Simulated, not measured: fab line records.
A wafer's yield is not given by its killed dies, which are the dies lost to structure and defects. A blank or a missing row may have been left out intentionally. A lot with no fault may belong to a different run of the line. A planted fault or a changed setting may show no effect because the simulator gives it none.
fab line records + flow sky130
[record]
- lots = 5
- wafers = 15
- last-day = 49
route steps=708 shown VIA2@524 METAL3@532 CAPM@537 PAD_OPEN@708
lots untouched by any fault: they come from a run of this same line in which no faults occurred
start-h: start of the lot's first displayed wafer, in hours after the record's first day + wait-h: hours elapsed since this lot's preceding step + " the same as in the row above + L1.1+2: several wafers, shown together as one row + - no value present, or no start provided + * or withheld: withheld + < > ~ a bound
route shown NAME@n: names a module that has steps shown in the file, with the first one's number in the route + usual: the fault-free wafers' mean and standard deviation + same: alike in all rows + chamber/n: place in a boat + sites: the reading at each site + _std_site: the standard deviation of these + _edge_site: mean of outer sites minus mean of inner sites + radius-mm: how far each site lies from the wafer's centre + mask NAME#n: copy n + behind: the tool/chamber that last shaped the wafer + hold: the reason the lot was held/the length of the hold in hours/how it ended + device: the transistor (n, p or np) that didn't switch + end of line: the route-end tests of the same wafers + a step given without rows: its recipe and nothing more + killed: dies that structure and defects cost at the first sort, which is not the same as the wafer's yield + map: dies across one wafer; x = killed, . = not, _ = none there
set.NAME: setting as actually run; set.NAME@STEP: the setting as run at that earlier step + model.NAME: the simulator's own value behind a step, which no gauge read
certain route steps with their lots: each step a table, each wafer a row
services: the hour from which a tool's chamber was out of use, counted from the record's first day as start-h (under 0 if before that day), plus the number of hours and why
[[steps]]
[step SKY_VIA2_STRIP_17]
[recipe]
- chemistry = post-etch-residue-remover
- time-s = 1200
- temp-c = 72.5
[step SKY_VIA2_CLEAN_18]
[recipe]
- chemistry = IPA
- time-s = 180
- temp-c = 25
[step SKY_VIA2_CLEAN_19]
[recipe]
- chemistry = O3/DIW
- dry = n2-spin
[step SKY_VIA2_SPUTTER_20]
[recipe]
- material = TiN
- target-thk-nm = 20
- chamber-pressure-pa = 5
- power-w = 4000
- time-s = 80
[usual]
- throttle-valve-pct = 29.9/1.3
| lot.wafer | tool           | chamber | start-h | wait-h | throttle-valve-pct |
|-----------|----------------|---------|---------|--------|--------------------|
| L684.1    | pvd-sputter-02 | -       | 879.81  | 0.0    | 30.9               |
| L684.4    | "              | -       | "       | "      | 29.4               |
| L684.5    | "              | -       | "       | "      | 29.3               |
| L687.2    | pvd-sputter-04 | -       | 905.27  | 0.0    | 30.3               |
| L687.4    | "              | -       | "       | "      | 30.6               |
| L687.5    | "              | -       | "       | "      | 29.7               |
| L688.1    | pvd-sputter-03 | -       | 909.58  | 0.0    | 30.5               |
| L688.4    | "              | -       | "       | "      | 28.3               |
| L688.5    | "              | -       | "       | "      | 28.5               |
| L696.3    | pvd-sputter-03 | -       | 980.68  | 0.0    | 28.7               |
| L696.4    | "              | -       | "       | "      | 28.1               |
| L696.6    | "              | -       | "       | "      | 28.0               |
| L698.2    | pvd-sputter-02 | -       | 982.60  | 0.0    | 30.9               |
| L698.3    | "              | -       | "       | "      | 28.4               |
| L698.6    | "              | -       | "       | "      | 30.7               |
[step SKY_VIA2_CVD_21]
[recipe]
- material = W
- target-thk-nm = 420
- time-s = 126.4
- temp-c = 400
- pressure-torr = 40
[usual]
- heater-power-w = 861/21
- susceptor-temp-C = 400.01/0.24
| lot.wafer | tool     | chamber | start-h | wait-h | heater-power-w | susceptor-temp-C |
|-----------|----------|---------|---------|--------|----------------|------------------|
| L684.1    | cvd-w-02 | 0       | 879.87  | 0.0    | 890            | 399.83           |
| L684.4    | "        | 0       | "       | "      | 876            | 400.15           |
| L684.5    | "        | 1       | "       | "      | 883            | 399.89           |
| L687.2    | cvd-w-01 | 0       | 905.33  | 0.0    | 884            | 399.73           |
| L687.4    | "        | 1       | "       | "      | 843            | 400.01           |
| L687.5    | "        | 0       | "       | "      | 875            | 399.99           |
| L688.1    | cvd-w-01 | 1       | 909.64  | 0.0    | 827            | 400.06           |
| L688.4    | "        | 1       | "       | "      | 844            | 400.19           |
| L688.5    | "        | 1       | "       | "      | 851            | 400.04           |
| L696.3    | cvd-w-02 | 1       | 980.78  | 0.1    | 873            | 399.92           |
| L696.4    | "        | 0       | "       | "      | 844            | 400.14           |
| L696.6    | "        | 1       | "       | "      | 902            | 399.92           |
| L698.2    | cvd-w-02 | 0       | 982.66  | 0.0    | 830            | 400.09           |
| L698.3    | "        | 0       | "       | "      | 847            | 399.89           |
| L698.6    | "        | 1       | "       | "      | 868            | 399.96           |
[step SKY_VIA2_RS_MEAS_22]
[recipe]
- thk-meas-gauge = four-point-probe
- reads = W_of_VIA2_CVD_21+TiN_of_VIA2_SPUTTER_20
[usual]
- VIA2_W_RS = 0.269/0.0038
| lot.wafer | tool          | chamber | start-h | wait-h | VIA2_W_RS[ohm/sq] |
|-----------|---------------|---------|---------|--------|-------------------|
| L684.1    | film-metro-03 | -       | 880.00  | 0.1    | 0.281             |
| L684.4    | "             | -       | "       | "      | 0.273             |
| L684.5    | "             | -       | "       | "      | 0.268             |
| L687.2    | film-metro-02 | -       | 905.48  | 0.1    | 0.272             |
| L687.4    | "             | -       | "       | "      | 0.266             |
| L687.5    | "             | -       | "       | "      | 0.271             |
| L688.1    | film-metro-01 | -       | 909.77  | 0.1    | 0.265             |
| L688.4    | "             | -       | "       | "      | 0.266             |
| L688.5    | "             | -       | "       | "      | 0.264             |
| L696.3    | film-metro-03 | -       | 980.91  | 0.1    | 0.266             |
| L696.4    | "             | -       | "       | "      | 0.275             |
| L696.6    | "             | -       | "       | "      | 0.270             |
| L698.2    | film-metro-02 | -       | 982.81  | 0.1    | 0.271             |
| L698.3    | "             | -       | "       | "      | 0.271             |
| L698.6    | "             | -       | "       | "      | 0.267             |
[step SKY_VIA2_THK_MEAS_23]
[recipe]
- thk-meas-gauge = xrf
- reads = W_of_VIA2_CVD_21
[usual]
- VIA2_W_THK = 410/8.1
| lot.wafer | tool          | chamber | start-h | wait-h | VIA2_W_THK[nm] |
|-----------|---------------|---------|---------|--------|----------------|
| L684.1    | film-metro-03 | -       | 880.12  | 0.1    | 397            |
| L684.4    | "             | -       | "       | "      | 410            |
| L684.5    | "             | -       | "       | "      | 415            |
| L687.2    | film-metro-02 | -       | 905.59  | 0.1    | 405            |
| L687.4    | "             | -       | "       | "      | 415            |
| L687.5    | "             | -       | "       | "      | 405            |
| L688.1    | film-metro-01 | -       | 909.89  | 0.1    | 404            |
| L688.4    | "             | -       | "       | "      | 404            |
| L688.5    | "             | -       | "       | "      | 410            |
| L696.3    | film-metro-03 | -       | 981.01  | 0.1    | 421            |
| L696.4    | "             | -       | "       | "      | 411            |
| L696.6    | "             | -       | "       | "      | 416            |
| L698.2    | film-metro-02 | -       | 982.92  | 0.1    | 407            |
| L698.3    | "             | -       | "       | "      | 405            |
| L698.6    | "             | -       | "       | "      | 411            |
[step SKY_VIA2_CMP_24]
[recipe]
- stop-on = SiO2
- t-overpolish-s = 20
- down-force-psi = 3.5
- platen-rpm = 60
- target-thk-nm = 0
- pad-velocity-m-s = 0.94248
[usual]
- motor-current-A = 11.4/0.96
- overpolish-run-s = 20.000/0.0096
- time-to-endpoint-s = 103/4.1
[same]
- t-overpolish-s = 20
| lot.wafer | tool   | chamber | start-h | wait-h | motor-current-A | overpolish-run-s | time-to-endpoint-s |
|-----------|--------|---------|---------|--------|-----------------|------------------|--------------------|
| L684.1    | cmp-02 | 3       | 880.23  | 0.1    | 10.1            | 19.992           | 102                |
| L684.4    | "      | 0       | "       | "      | 10.2            | 20.002           | 98                 |
| L684.5    | "      | 3       | "       | "      | 10.4            | 20.009           | 104                |
| L687.4    | cmp-02 | 0       | 905.69  | 0.1    | 10.6            | 19.980           | 105                |
| L687.2    | "      | 1       | "       | "      | 12.0            | 20.001           | 110                |
| L687.5    | "      | 3       | "       | "      | 10.3            | 19.999           | 109                |
| L688.1    | cmp-02 | 1       | 910.05  | 0.1    | 11.9            | 19.996           | 109                |
| L688.4    | "      | 2       | "       | "      | 12.3            | 20.003           | 112                |
| L688.5    | "      | 3       | "       | "      | 10.8            | 20.005           | 111                |
| L696.3    | cmp-02 | 0       | 981.10  | 0.1    | 10.6            | 19.989           | 94                 |
| L696.4    | "      | 1       | "       | "      | 11.7            | 20.019           | 98                 |
| L696.6    | "      | 3       | "       | "      | 10.2            | 20.002           | 97                 |
| L698.3    | cmp-02 | 3       | 983.08  | 0.1    | 9.8             | 19.986           | 98                 |
| L698.2    | "      | 1       | "       | "      | 11.2            | 19.999           | 99                 |
| L698.6    | "      | 3       | "       | "      | 10.5            | 19.994           | 104                |
[step SKY_METAL3_SPUTTER_00]
[recipe]
- material = Ti
- target-thk-nm = 15
- power-w = 3000
- time-s = 10
- chamber-pressure-pa = 0.4
[step SKY_METAL3_SPUTTER_01]
[recipe]
- material = TiN
- target-thk-nm = 20
- power-w = 6500
- time-s = 16.7
- chamber-pressure-pa = 0.4
[usual]
- throttle-valve-pct = 30.1/1.2
| lot.wafer | tool           | chamber | start-h | wait-h | throttle-valve-pct |
|-----------|----------------|---------|---------|--------|--------------------|
| L684.1    | pvd-sputter-03 | -       | 880.50  | 0.0    | 32.9               |
| L684.4    | "              | -       | "       | "      | 30.3               |
| L684.5    | "              | -       | "       | "      | 33.2               |
| L687.2    | pvd-sputter-01 | -       | 905.97  | 0.0    | 31.5               |
| L687.4    | "              | -       | "       | "      | 29.8               |
| L687.5    | "              | -       | "       | "      | 29.6               |
| L688.1    | pvd-sputter-03 | -       | 910.27  | 0.0    | 28.2               |
| L688.4    | "              | -       | "       | "      | 33.1               |
| L688.5    | "              | -       | "       | "      | 30.4               |
| L696.3    | pvd-sputter-04 | -       | 981.37  | 0.0    | 30.6               |
| L696.4    | "              | -       | "       | "      | 30.7               |
| L696.6    | "              | -       | "       | "      | 30.2               |
| L698.2    | pvd-sputter-04 | -       | 983.35  | 0.0    | 30.7               |
| L698.3    | "              | -       | "       | "      | 29.9               |
| L698.6    | "              | -       | "       | "      | 30.6               |
[step SKY_METAL3_SPUTTER_02]
[recipe]
- material = AlCu
- target-thk-nm = 735
- power-w = 10600
- time-s = 39.1
- chamber-pressure-pa = 0.4
[step SKY_METAL3_SPUTTER_03]
[recipe]
- material = Ti
- target-thk-nm = 5
- power-w = 3000
- time-s = 3.3
- chamber-pressure-pa = 0.4
[usual]
- throttle-valve-pct = 30.1/1.2
| lot.wafer | tool           | chamber | start-h | wait-h | throttle-valve-pct |
|-----------|----------------|---------|---------|--------|--------------------|
| L684.1    | pvd-sputter-03 | -       | 880.57  | 0.0    | 32.9               |
| L684.4    | "              | -       | "       | "      | 30.3               |
| L684.5    | "              | -       | "       | "      | 33.0               |
| L687.2    | pvd-sputter-01 | -       | 906.03  | 0.0    | 31.4               |
| L687.4    | "              | -       | "       | "      | 29.4               |
| L687.5    | "              | -       | "       | "      | 29.7               |
| L688.1    | pvd-sputter-03 | -       | 910.34  | 0.0    | 28.1               |
| L688.4    | "              | -       | "       | "      | 33.1               |
| L688.5    | "              | -       | "       | "      | 30.5               |
| L696.3    | pvd-sputter-04 | -       | 981.44  | 0.0    | 30.4               |
| L696.4    | "              | -       | "       | "      | 30.7               |
| L696.6    | "              | -       | "       | "      | 30.1               |
| L698.2    | pvd-sputter-04 | -       | 983.41  | 0.0    | 30.6               |
| L698.3    | "              | -       | "       | "      | 29.5               |
| L698.6    | "              | -       | "       | "      | 30.6               |
[step SKY_METAL3_SPUTTER_04]
[recipe]
- material = TiN
- target-thk-nm = 70
- power-w = 6500
- time-s = 58.3
- chamber-pressure-pa = 0.4
[usual]
- throttle-valve-pct = 30.1/1.2
| lot.wafer | tool           | chamber | start-h | wait-h | throttle-valve-pct | model.TiN_of_METAL3_SPUTTER_04.thk-nm |
|-----------|----------------|---------|---------|--------|--------------------|---------------------------------------|
| L684.1    | pvd-sputter-03 | -       | 880.59  | 0.0    | 32.8               | 70.11                                 |
| L684.4    | "              | -       | "       | "      | 30.7               | 70.44                                 |
| L684.5    | "              | -       | "       | "      | 33.1               | 70.52                                 |
| L687.2    | pvd-sputter-01 | -       | 906.05  | 0.0    | 31.5               | 70.25                                 |
| L687.4    | "              | -       | "       | "      | 29.5               | 70                                    |
| L687.5    | "              | -       | "       | "      | 29.5               | 70.17                                 |
| L688.1    | pvd-sputter-03 | -       | 910.36  | 0.0    | 28.2               | 70.2                                  |
| L688.4    | "              | -       | "       | "      | 33.3               | 70.19                                 |
| L688.5    | "              | -       | "       | "      | 30.6               | 75.31                                 |
| L696.3    | pvd-sputter-04 | -       | 981.46  | 0.0    | 30.9               | 69.42                                 |
| L696.4    | "              | -       | "       | "      | 30.8               | 69.84                                 |
| L696.6    | "              | -       | "       | "      | 30.7               | 69.19                                 |
| L698.2    | pvd-sputter-04 | -       | 983.43  | 0.0    | 30.6               | 70.58                                 |
| L698.3    | "              | -       | "       | "      | 29.4               | 70.45                                 |
| L698.6    | "              | -       | "       | "      | 30.6               | 70.8                                  |
[step SKY_CAPM_CVD_00]
[recipe]
- material = SiO2
- target-thk-nm = 15.5
- temp-c = 400
- time-s = withheld
- rf-w = 450
[step SKY_PAD_OPEN_PROBE_99]
[usual]
- defect-limited-yield = 82.5/1.8
- killed_at_M0_to_M3 = 43/5.9
- killed_at_M4_up = 3.3/1.9
- killed-at-contacts = 24/5.6
- killed-at-front-end = 15/4.1
- killed-at-other = 0.4/0.66
- killed-dies = 86/9
- killed-open = 47/6.9
- killed-short = 39/6.2
- sort_bin_3_pad_short = 0.9/0.45
- sort_bin_5_function = 10.3/1.4
- sort_bin_6_memory = 6.3/1.2
- sort-n-pass = 406/9
- sort-yield-pct = 82.5/1.8
[same]
- gross-dies = 492
- killed-at-back-side = 0
- sort_bin_4_leakage[%] = 0
- sort_bin_8_speed[%] = 0
| lot.wafer | tool      | chamber | start-h | wait-h | defect-limited-yield[%] | killed_at_M0_to_M3 | killed_at_M4_up | killed-at-contacts | killed-at-front-end | killed-at-other | killed-dies | killed-open | killed-short | sort_bin_3_pad_short[%] | sort_bin_5_function[%] | sort_bin_6_memory[%] | sort-n-pass | sort-yield-pct[%] |
|-----------|-----------|---------|---------|--------|-------------------------|--------------------|-----------------|--------------------|---------------------|-----------------|-------------|-------------|--------------|-------------------------|------------------------|----------------------|-------------|-------------------|
| L684.1    | prober-02 | -       | 1101.77 | 0.1    | 80.5                    | 42                 | 5               | 29                 | 20                  | 0               | 96          | 57          | 39           | 1.2                     | 11.6                   | 6.7                  | 396         | 80.5              |
| L684.4    | prober-02 | -       | 1101.92 | 0.2    | 84.3                    | 36                 | 6               | 18                 | 15                  | 2               | 77          | 36          | 41           | 0.8                     | 9.1                    | 5.7                  | 415         | 84.3              |
| L684.5    | prober-02 | -       | 1101.97 | 0.2    | 82.5                    | 33                 | 7               | 31                 | 15                  | 0               | 86          | 47          | 39           | 1.0                     | 10.8                   | 5.7                  | 406         | 82.5              |
| L688.1    | prober-02 | -       | 1123.31 | 0.1    | 82.5                    | 33                 | 5               | 26                 | 22                  | 0               | 86          | 45          | 41           | 0.8                     | 8.1                    | 8.5                  | 406         | 82.5              |
| L688.4    | prober-02 | -       | 1123.46 | 0.2    | 81.5                    | 42                 | 6               | 24                 | 19                  | 0               | 91          | 53          | 38           | 1.0                     | 10.4                   | 7.1                  | 401         | 81.5              |
| L688.5    | prober-02 | -       | 1123.51 | 0.2    | 81.5                    | 43                 | 4               | 23                 | 21                  | 0               | 91          | 44          | 47           | 0.4                     | 12.6                   | 5.5                  | 401         | 81.5              |
// killed by level:class
L684.1 VIA1:geometric-particle:open=12 CONTACT:geometric-particle:open=9 CONTACT:geometric-particle:short=7 VIA3:geometric-particle:open=6 LI_CONTACT:geometric-particle:open=5 VIA3:geometric-particle:short=5 FIELD_ISO:geometric-particle:open=4 POLY_GATE:geometric-particle:open=4
L684.4 VIA1:geometric-particle:open=10 CONTACT:geometric-particle:open=6 LI_CONTACT:geometric-particle:open=5 METAL2:geometric-particle:short=4 FIELD_ISO:geometric-particle:short=4 LOCAL_INTERCONNECT:geometric-particle:short=4 METAL1:geometric-particle:short=4 METAL1:geometric-particle:open=4
L684.5 CONTACT:geometric-particle:open=13 LOCAL_INTERCONNECT:geometric-particle:short=8 VIA1:geometric-particle:open=7 METAL2:geometric-particle:short=5 POLY_GATE:geometric-particle:open=5 VIA3:geometric-particle:open=5 FIELD_ISO:geometric-particle:short=4 VIA2:geometric-particle:open=4
L688.1 CONTACT:geometric-particle:open=12 POLY_GATE:geometric-particle:open=7 POLY_GATE:geometric-particle:short=5 METAL1:geometric-particle:short=5 VIA1:geometric-particle:open=5 VIA1:geometric-particle:short=5 VIA3:geometric-particle:open=5 FIELD_ISO:geometric-particle:short=4
L688.4 VIA1:geometric-particle:open=10 VIA2:geometric-particle:open=8 LI_CONTACT:geometric-particle:open=8 FIELD_ISO:geometric-particle:short=7 POLY_GATE:geometric-particle:open=7 CONTACT:geometric-particle:open=7 LOCAL_INTERCONNECT:geometric-particle:short=5 VIA3:geometric-particle:open=5
L688.5 VIA1:geometric-particle:open=11 FIELD_ISO:geometric-particle:short=10 CONTACT:geometric-particle:open=10 VIA3:geometric-particle:open=7 VIA2:geometric-particle:open=6 CONTACT:geometric-particle:short=6 METAL2:geometric-particle:short=5 VIA1:geometric-particle:short=5
[[services]]
| tool           | chamber | start-h | hours | kind                           |
|----------------|---------|---------|-------|--------------------------------|
| pvd-sputter-03 | -       | 855.91  | 0.9   | repair                         |
| pvd-sputter-01 | 1       | 880.30  | -     | consumable-replace:kit         |
| pvd-sputter-01 | 1       | 880.30  | 18.0  | scheduled-down                 |
| pvd-sputter-01 | 1       | 880.30  | 18.0  | vent-cycle                     |
| cvd-w-01       | -       | 886.63  | 1.1   | repair                         |
| pvd-sputter-04 | -       | 889.97  | 1.9   | repair                         |
| pvd-sputter-02 | -       | 899.78  | 9.3   | repair                         |
| cvd-w-02       | -       | 904.00  | 14.0  | pm                             |
| cvd-w-02       | 0       | 904.00  | 14.0  | vent-cycle                     |
| cvd-w-02       | 1       | 904.00  | 24.1  | vent-cycle                     |
| cmp-02         | -       | 912.02  | 4.0   | pm                             |
| cvd-w-02       | 1       | 913.29  | 14.8  | repair                         |
| cmp-02         | -       | 916.02  | -     | consumable-replace:conditioner |
| cmp-02         | -       | 916.02  | -     | consumable-replace:pad         |
| cvd-w-02       | 0       | 918.00  | -     | clean                          |
| cvd-w-02       | 1       | 918.00  | -     | clean                          |
| cvd-w-02       | 1       | 934.61  | 8.5   | repair                         |
| pvd-sputter-04 | -       | 950.55  | 2.1   | repair                         |
| cmp-02         | -       | 952.55  | 3.2   | repair                         |
| pvd-sputter-02 | 0       | 958.13  | -     | consumable-replace:kit         |
| pvd-sputter-02 | 0       | 958.13  | 18.0  | scheduled-down                 |
| pvd-sputter-04 | 2       | 971.80  | -     | consumable-replace:kit         |
| pvd-sputter-04 | 2       | 971.80  | 18.0  | scheduled-down                 |
| pvd-sputter-04 | 2       | 971.80  | 18.0  | vent-cycle                     |
[[key]]
first-sign none at tools or gauges
[model-effect]
- step = SKY_METAL3_SPUTTER_04
- value = TiN_of_METAL3_SPUTTER_04.thk-nm
- without = 70.59
- struck = 75.31
met-at SKY_METAL3_SPUTTER_04
struck-wafers L688.5
onset-between 880.59 910.36
[fault]
- kind = process-parameter-drift
- tool = pvd-sputter-03
- chamber = -
- onset-h = 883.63
- steps = SKY_METAL3_SPUTTER_04
- channel = time-s
- offset = *
- shape = step
- end-h = 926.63
- acts-in = *
- stated = *
- scope = struck-wafers-only
